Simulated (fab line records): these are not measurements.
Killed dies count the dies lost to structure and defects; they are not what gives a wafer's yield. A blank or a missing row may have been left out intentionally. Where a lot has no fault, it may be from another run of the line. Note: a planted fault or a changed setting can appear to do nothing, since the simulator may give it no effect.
fab line records ; flow sky130
record: lots: 6; wafers: 18; last_day: 50
route steps=708 shown LDD_HVP@278 LDD_LDN@289 PAD_OPEN@708
lots that met no fault: from a run of the same line without faults
start_h: hours from the record's opening day to when the first of the lot's shown wafers began ; wait_h: hours elapsed since this lot's preceding step ; " identical to the entry in the row above ; L1.1+2: a single row standing in for several wafers ; - no value, or no start given ; * or withheld: withheld ; < > ~ a bound
route shown NAME@n: a module of which the file shows steps, and the number in the route of the first ; usual: mean/standard deviation of fault-free wafers ; same: alike in all rows ; chamber/n: place in a boat ; sites: readings site by site ; _std_site: the standard deviation of these ; _edge_site: inner sites' mean taken away from outer sites' mean ; radius_mm: how far each site lies from the wafer's centre ; mask NAME#n: copy n ; behind: the tool/chamber that last shaped the wafer ; hold: reason for holding the lot/hours on hold/outcome of the hold ; device: whichever transistor did not switch (one of n, p or np) ; end of line: the same wafers' tests at the end of the route ; step lacking rows: just its recipe ; killed: dies lost to structure and defects at the first sort, not the wafer's yield ; map: per-die view of a wafer (x killed, . not killed, _ where there is no die)
set.NAME: the setting that was run; set.NAME@STEP: the one run at that earlier step ; model.NAME: the simulator's own value behind a step, which no gauge read
certain route steps with their lots: each step a table, each wafer a row
services: from which hour (start_h, from the record's first day; less than 0 if before it) a tool's chamber was out of use, for how many hours, and why
== steps ==
step: SKY_LDD_HVP_DEHYDRATE_00
recipe: temp_c: 200; time_s: 60
step: SKY_LDD_HVP_HMDS_01
recipe: prime_time_s: 60; prime_temp_c: 120
step: SKY_LDD_HVP_COAT_02
recipe: resist: NOVOLAK; spin_rpm: 3000; resist_thk_nm: 300
step: SKY_LDD_HVP_SOFTBAKE_03
recipe: temp_c: 90; time_s: 60; resist: NOVOLAK
step: SKY_LDD_HVP_EXPOSE_04
recipe: mask_id: HVPTM; na: 0.6; source_shape: conventional; sigma_outer: 0.6; polarization: unpolarized; target_cd_nm: 700; dose_mj: 86
step: SKY_LDD_HVP_PEB_05
recipe: temp_c: withheld; time_s: *; resist: NOVOLAK
step: SKY_LDD_HVP_DEVELOP_06
recipe: resist: NOVOLAK; developer: TMAH; develop_time_s: 60; dev_temp_c: 23
step: SKY_LDD_HVP_OVL_MEAS_07
usual: LDD_HVP_OVL: 0.7/1.2
lot.wafer;tool;chamber;start_h;wait_h;LDD_HVP_OVL[nm]
L369.2;overlay-01;-;513.50;0.1;1.6
L369.3;overlay-01;-;513.50;0.1;1.8
L369.4;overlay-01;-;513.50;0.1;-0.1
L375.1;overlay-02;-;576.58;0.1;1.2
L375.5;overlay-02;-;576.58;0.1;0.7
L375.6;overlay-02;-;576.58;0.1;0.2
L377.2;overlay-02;-;589.89;0.1;1.3
L377.3;overlay-02;-;589.89;0.1;0.4
L377.5;overlay-02;-;589.89;0.1;1.8
L379.3;overlay-02;-;602.42;0.1;-0.2
L379.4;overlay-02;-;602.42;0.1;1.3
L379.6;overlay-02;-;602.42;0.1;0.5
L385.3;overlay-02;-;652.15;0.1;2.4
L385.5;overlay-02;-;652.15;0.1;0.6
L385.6;overlay-02;-;652.15;0.1;2.0
L387.3;overlay-02;-;663.18;0.1;-0.4
L387.4;overlay-02;-;663.18;0.1;0.2
L387.5;overlay-02;-;663.18;0.1;1.7
step: SKY_LDD_HVP_IMPLANT_08
recipe: species: B; energy_kev: 20; dose_cm2: 1.7e+13; tilt_deg: 17.9
step: SKY_LDD_HVP_STRIP_09
recipe: chemistry: O2/N2; power_w: 1400; pressure_mtorr: 1500; platen_temp_c: withheld; o2_flow_sccm: 3000; n2_flow_sccm: 300; overash_fraction: 0.5
usual: drypump_motor_current_A: 5.9/0.35; oes_product_au: 0.408/0.0041; strip_time_to_endpoint_s: 4.137/0.014
lot.wafer;tool;chamber;start_h;wait_h;drypump_motor_current_A;oes_product_au;rf_hours_counter_h;strip_time_to_endpoint_s
L369.2;plasma_asher-03;1;513.68;0.1;5.6;0.412;71;4.156
L369.3;plasma_asher-03;0;513.68;0.1;6.3;0.408;-;4.130
L369.4;plasma_asher-03;1;513.68;0.1;5.6;0.406;-;4.152
L375.1;plasma_asher-03;1;576.79;0.1;5.6;0.412;77;4.133
L375.5;plasma_asher-03;1;576.79;0.1;5.6;0.403;-;4.143
L375.6;plasma_asher-03;0;576.79;0.1;6.3;0.407;-;4.126
L377.2;plasma_asher-02;0;590.07;0.1;6.0;0.414;46;4.162
L377.3;plasma_asher-02;1;590.07;0.1;6.3;0.411;-;4.172
L377.5;plasma_asher-02;0;590.07;0.1;6.1;0.407;-;4.141
L379.3;plasma_asher-02;0;602.63;0.1;6.1;0.404;-;4.140
L379.4;plasma_asher-02;1;602.63;0.1;6.2;0.405;-;4.137
L379.6;plasma_asher-02;0;602.63;0.1;6.1;0.415;-;4.128
L385.3;plasma_asher-04;1;652.35;0.1;5.3;0.408;-;4.144
L385.5;plasma_asher-04;0;652.35;0.1;5.9;0.409;-;4.143
L385.6;plasma_asher-04;1;652.35;0.1;5.3;0.409;-;4.153
L387.3;plasma_asher-02;0;663.39;0.1;6.1;0.404;-;4.133
L387.4;plasma_asher-02;1;663.39;0.1;6.2;0.407;-;4.142
L387.5;plasma_asher-02;1;663.39;0.1;6.2;0.409;-;4.116
step: SKY_LDD_HVP_TW_MEAS_10
usual: LDD_HVP_TW: 461.3/2.3
lot.wafer;tool;chamber;start_h;wait_h;LDD_HVP_TW
L369.2;film_metro-04;-;513.79;0.1;461.6
L369.3;film_metro-04;-;513.79;0.1;459.9
L369.4;film_metro-04;-;513.79;0.1;459.9
L375.1;film_metro-04;-;576.89;0.1;465.4
L375.5;film_metro-04;-;576.89;0.1;467.2
L375.6;film_metro-04;-;576.89;0.1;463.7
L377.2;film_metro-03;-;590.18;0.1;460.5
L377.3;film_metro-03;-;590.18;0.1;462.3
L377.5;film_metro-03;-;590.18;0.1;462.6
L379.3;film_metro-03;-;602.71;0.1;461.8
L379.4;film_metro-03;-;602.71;0.1;458.2
L379.6;film_metro-03;-;602.71;0.1;458.5
L385.3;film_metro-04;-;652.44;0.1;460.9
L385.5;film_metro-04;-;652.44;0.1;463.0
L385.6;film_metro-04;-;652.44;0.1;464.1
L387.3;film_metro-04;-;663.48;0.1;461.4
L387.4;film_metro-04;-;663.48;0.1;461.8
L387.5;film_metro-04;-;663.48;0.1;461.1
step: SKY_LDD_LDN_DEHYDRATE_00
recipe: temp_c: 200; time_s: 60
step: SKY_LDD_LDN_HMDS_01
recipe: prime_time_s: 60; prime_temp_c: 120
usual: prime_temp_c: 119.99/0.14
lot.wafer;tool;chamber;start_h;wait_h;prime_temp_c
L369.2;litho_track-03;0;528.86;0.1;120.06
L369.3;litho_track-03;0;528.86;0.1;120.04
L369.4;litho_track-03;0;528.86;0.1;120.21
L375.1;litho_track-03;0;590.94;0.1;121.09
L375.5;litho_track-03;0;590.94;0.1;121.30
L375.6;litho_track-03;0;590.94;0.1;121.13
L377.2;litho_track-03;0;604.01;0.1;121.21
L377.3;litho_track-03;0;604.01;0.1;121.15
L377.5;litho_track-03;0;604.01;0.1;121.36
L379.3;litho_track-01;0;617.46;0.1;119.93
L379.4;litho_track-01;0;617.46;0.1;119.75
L379.6;litho_track-01;0;617.46;0.1;119.94
L385.3;litho_track-03;0;665.84;0.1;120.02
L385.5;litho_track-03;0;665.84;0.1;119.90
L385.6;litho_track-03;0;665.84;0.1;119.94
L387.3;litho_track-01;0;677.56;0.1;119.67
L387.4;litho_track-01;0;677.56;0.1;119.74
L387.5;litho_track-01;0;677.56;0.1;119.96
step: SKY_LDD_LDN_COAT_02
recipe: resist: NOVOLAK; spin_rpm: 3000; resist_thk_nm: 1154
step: SKY_PAD_OPEN_PROBE_99
usual: killed_at_M0_to_M3: 43/6.4; killed_at_M4_up: 3.2/1.8; killed_at_contacts: 25/5.8; killed_at_front_end: 16/4.1; killed_at_other: 0.2/0.47; killed_dies: 88/9.9; killed_open: 47/7.3; killed_short: 40/7.1
same: gross_dies: 492; killed_at_back_side: 0
lot.wafer;tool;chamber;start_h;wait_h;killed_at_M0_to_M3;killed_at_M4_up;killed_at_contacts;killed_at_front_end;killed_at_other;killed_dies;killed_open;killed_short
L375.1;prober-02;-;1132.82;0.1;39;2;26;13;1;81;48;33
L375.5;prober-02;-;1133.02;0.2;43;3;28;12;0;86;49;37
L375.6;prober-02;-;1133.07;0.2;43;5;29;8;0;85;45;40
L377.2;prober-02;-;1135.68;0.1;37;6;18;22;0;83;48;35
L377.3;prober-02;-;1135.73;0.2;38;3;21;15;0;77;42;35
L377.5;prober-02;-;1135.83;0.2;41;4;24;20;0;89;48;40
L385.3;prober-02;-;1181.70;0.2;33;5;20;19;0;77;39;38
L385.5;prober-02;-;1181.80;0.2;45;9;19;14;0;87;36;51
L385.6;prober-02;-;1181.85;0.2;53;0;18;15;1;87;58;29
L387.3;prober-02;-;1188.16;0.2;44;4;33;16;0;97;61;36
L387.4;prober-02;-;1188.21;0.2;44;1;18;14;0;77;49;28
L387.5;prober-02;-;1188.26;0.2;45;2;22;14;2;85;54;31
killed by level:class
L375.1 CONTACT:geometric_particle:open=11 LI_CONTACT:geometric_particle:open=7 VIA1:geometric_particle:open=7 POLY_GATE:geometric_particle:open=6 METAL1:geometric_particle:short=6 VIA1:geometric_particle:short=4 VIA2:geometric_particle:open=4 FIELD_ISO:geometric_particle:short=3
L375.5 VIA1:geometric_particle:open=12 CONTACT:geometric_particle:open=11 LI_CONTACT:geometric_particle:open=9 METAL1:geometric_particle:short=8 VIA2:geometric_particle:open=8 FIELD_ISO:geometric_particle:short=6 VIA1:geometric_particle:short=6 VIA3:geometric_particle:open=5
L375.6 CONTACT:geometric_particle:open=10 VIA1:geometric_particle:open=10 METAL1:geometric_particle:short=9 CONTACT:geometric_particle:short=7 VIA3:geometric_particle:open=7 METAL2:geometric_particle:short=6 LI_CONTACT:geometric_particle:open=5 VIA2:geometric_particle:open=5
L377.2 VIA1:geometric_particle:open=12 VIA2:geometric_particle:open=7 LI_CONTACT:geometric_particle:open=6 FIELD_ISO:geometric_particle:short=5 FIELD_ISO:geometric_particle:open=5 CONTACT:geometric_particle:open=5 VIA3:geometric_particle:open=5 VIA2:geometric_particle:short=5
L377.3 VIA1:geometric_particle:open=10 LI_CONTACT:geometric_particle:open=7 VIA1:geometric_particle:short=6 CONTACT:geometric_particle:open=5 METAL2:geometric_particle:short=5 FIELD_ISO:geometric_particle:open=4 FIELD_ISO:geometric_particle:short=4 VIA2:geometric_particle:open=4
L377.5 VIA3:geometric_particle:open=11 POLY_GATE:geometric_particle:short=7 VIA1:geometric_particle:open=7 LI_CONTACT:geometric_particle:open=6 METAL2:geometric_particle:short=6 CONTACT:geometric_particle:open=6 FIELD_ISO:geometric_particle:short=4 FIELD_ISO:geometric_particle:open=4
L385.3 VIA1:geometric_particle:open=11 FIELD_ISO:geometric_particle:short=7 METAL4:geometric_particle:short=5 LOCAL_INTERCONNECT:geometric_particle:short=5 CONTACT:geometric_particle:open=5 CONTACT:geometric_particle:short=5 VIA3:geometric_particle:open=5 POLY_GATE:geometric_particle:short=4
L385.5 CONTACT:geometric_particle:open=11 METAL1:geometric_particle:short=8 METAL2:geometric_particle:short=8 METAL3:geometric_particle:short=7 FIELD_ISO:geometric_particle:short=6 VIA1:geometric_particle:open=6 VIA2:geometric_particle:short=6 METAL4:geometric_particle:short=5
L385.6 VIA1:geometric_particle:open=16 CONTACT:geometric_particle:open=10 VIA3:geometric_particle:open=9 FIELD_ISO:geometric_particle:open=7 VIA2:geometric_particle:open=7 METAL1:geometric_particle:short=5 VIA1:geometric_particle:short=4 METAL2:geometric_particle:short=4
L387.3 CONTACT:geometric_particle:open=17 VIA1:geometric_particle:open=16 VIA3:geometric_particle:open=7 METAL1:geometric_particle:short=6 FIELD_ISO:geometric_particle:short=4 CONTACT:geometric_particle:short=4 LOCAL_INTERCONNECT:geometric_particle:open=4 VIA2:geometric_particle:short=4
L387.4 VIA1:geometric_particle:open=13 CONTACT:geometric_particle:open=12 VIA3:geometric_particle:open=8 METAL2:geometric_particle:short=6 METAL1:geometric_particle:short=5 POLY_GATE:geometric_particle:open=4 VIA2:geometric_particle:open=4 VIA1:geometric_particle:short=4
L387.5 VIA1:geometric_particle:open=12 LI_CONTACT:geometric_particle:open=8 VIA2:geometric_particle:open=8 CONTACT:geometric_particle:open=7 VIA3:geometric_particle:open=5 FIELD_ISO:geometric_particle:open=4 FIELD_ISO:geometric_particle:short=4 VIA1:geometric_particle:short=4
== services ==
tool;chamber;start_h;hours;kind
plasma_asher-04;-;541.65;1.7;repair
plasma_asher-04;-;619.48;2.8;pm
== key ==
first_sign: step: SKY_LDD_LDN_HMDS_01; reading: prime_temp_c; direction: up; sigmas: 8.9; usual: *; struck: *
effect none on later readings
met_at SKY_LDD_LDN_HMDS_01
struck_wafers L375.1,L375.5,L375.6,L377.2,L377.3,L377.5
tester_left_out L375,L377
onset_between 528.86 590.94
fault: kind: process_parameter_drift; tool: litho_track-03; chamber: -; onset_h: 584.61; steps: SKY_LDD_LDN_HMDS_01; channel: prime_temp_c; offset: *; shape: step; end_h: 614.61; acts_in: *; stated: *
tester_left_out: of these lots the tester's yield and bins aren't shown, on N5 and GAA mostly nor the transistor test; their killed dies are dies lost to structure and defects alone, not to doping, threshold or leakage, so they don't give the yield
